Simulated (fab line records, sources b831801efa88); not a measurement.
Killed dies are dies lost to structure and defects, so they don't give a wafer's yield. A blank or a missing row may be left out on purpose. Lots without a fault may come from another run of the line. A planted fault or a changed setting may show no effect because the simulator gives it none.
A struck lot beside a sound one | flow gf180mcu | 16 steps out of a route of 602
Sound: wafers L852.1, L852.2, L852.4. Struck: wafers L856.1, L856.4, L856.6. The cause comes at the end.
At each step with rows: each side's tool, then ch and its chambers, then its first start. Under that, the readings that differ: sound wafers | struck wafers | difference of the means | sigmas: that difference in standard deviations of wafers without a fault.
alike: readings whose means differ by less than 2 such deviations, and words and numbers that are the same on both sides. not compared: withheld readings, readings that some wafer has no value for, bounds like >300 that may hide the same value, and numbers for which the record gives no deviation and whose values overlap.
The two part at a step that has a row with sigmas, a row that says differs or no value, or rows on one side only. Numbers that don't overlap but have no deviation are shown without sigmas and don't part them. A reading that every wafer of one side lacks parts them only if that side has two wafers or more.

GF_MIM_SPUTTER_07: material TiN, target thk 60 nm, time 50 s.
  sound on pvd_sputter-02, day 24 23:47; struck on pvd_sputter-02, day 26 10:35
  alike: throttle_valve_pct
GF_MIM_SPUTTER_08: material AlCu, target thk 200 nm, time 10.6 s.
  sound on pvd_sputter-02, day 24 23:50; struck on pvd_sputter-02, day 26 10:38
  alike: throttle_valve_pct
GF_MIM_SPUTTER_09: material TiN, target thk 35 nm, time 29.2 s.
  sound on pvd_sputter-02, day 24 23:52; struck on pvd_sputter-02, day 26 10:40
  alike: throttle_valve_pct
GF_MIM_RS_MEAS_10: measures by four-point-probe.
  sound on film_metro-04, day 24 23:53; struck on film_metro-04, day 26 10:41
  alike: MIM_ALCU_RS
GF_MIM_THK_MEAS_11: measures by xrf.
  sound on film_metro-04, day 25 00:01; struck on film_metro-04, day 26 10:49
  alike: MIM_ALCU_THK
then, 7 steps without rows for these wafers: GF_MIM_DEHYDRATE_12 (time 60 s); GF_MIM_HMDS_13 (prime time 60 s); GF_MIM_COAT_14 (resist thk 1000 nm); GF_MIM_SOFTBAKE_15 (time 60 s); GF_MIM_EXPOSE_16 (exposes mask FuseTop, target cd 2000 nm); GF_MIM_PEB_17; GF_MIM_DEVELOP_18 (develop time 60 s).
GF_MIM_METAL_ETCH_19: etches the open film in Cl2/BCl3, stops on Si3N4, target depth 324.5 nm, time 54.1 s.
  sound on rie_metal-02 ch 1, day 25 21:31; struck on rie_metal-02 ch 0, day 27 07:26
  reading                                  | sound                | struck               | difference | sigmas
  oes_product_au (a.u.)                    | 0.929 0.945 0.942    | 0.905 0.901 0.911    | -0.033     | -5
  throttle_valve_pct (%)                   | 28.299 28.290 28.271 | 28.330 28.325 28.338 | +0.044     | +4
  model.NOVOLAK_of_MIM_COAT_14.thk_nm (nm) | 872.5 870.1 871.9    | 883.7 889 885.1      | +14.4      |
  model.etch.depth_nm (nm)                 | 291.1 293 293.8      | 278.8 276.9 277      | -15.1      |
  model.MIM.feature_depth_nm (nm)          | 291.1 293 293.8      | 278.8 276.9 277      | -15.1      |
  alike: drypump_motor_current_A, he_backside_leak_sccm, mfc_cl2_sccm
  not compared: rf_hours_counter_h
GF_MIM_STRIP_20: strips in O2/N2.
  sound on plasma_asher-02 ch 0,1, day 25 21:40; struck on plasma_asher-02 ch 0,1, day 27 07:30
  reading                      | sound             | struck            | difference | sigmas
  strip_time_to_endpoint_s (s) | 11.25 11.22 11.25 | 11.38 11.44 11.38 | +0.16      | +4
  alike: drypump_motor_current_A, heater_power_w, oes_product_au
  not compared: rf_hours_counter_h
then, 1 step without rows for these wafers: GF_MIM_STRIP_21 (strips in post etch residue remover, time 1200 s).
-- the record jumps here: 4 days lie between the struck wafers' starts before and after (it left off in module MIM and takes up again in module PASSIVATION, whose first step shown is number 602 of the route) --
GF_PASSIVATION_PROBE_99:
  sound on prober-02, day 29 13:41; struck on prober-02, day 30 20:05
  reading                                     | sound                         | struck            | difference | sigmas
  model.etest.met5.line_ohm_um                | 0.2513 0.2597 0.2551          | 269.8 266.4 279.2 | +271.5     |
  model.etest.via5_chain.rc_ohm               | 6.872 7.223 6.982             | 200.9 202.4 205.1 | +195.8     |
  model.etest.met5.rs_ohm_sq                  | 0.07164 0.07198 0.07221       | 75.35 75.7 78.08  | +76.30     |
  model.etest.met5.rs_ohm_sq_rim_less_centre  | -0.0006127 -0.0005405 7.6e-05 | 27.2 15.09 8.546  | +16.9      |
  model.etest.contact_diode_array.under_floor | 0 0 0                         | 1 1 1             | +1         |
  model.etest.pplus_sal_6v.open               | 0 0 0                         | 1 1 1             | +1         |
  model.etest.via2_chain.open                 | 0 0 0                         | 1 1 1             | +1         |
  model.etest.nldd_6p0.open                   | 0 0 0                         | 1 1 1             | +1         |

WHERE THEY PART
First at GF_MIM_METAL_ETCH_19; last, within this record, at GF_MIM_STRIP_20.

WHY: what the simulator had put in
Process parameter drift: rie_metal-02, from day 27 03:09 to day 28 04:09, at GF_MIM_METAL_ETCH_19. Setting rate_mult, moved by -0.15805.
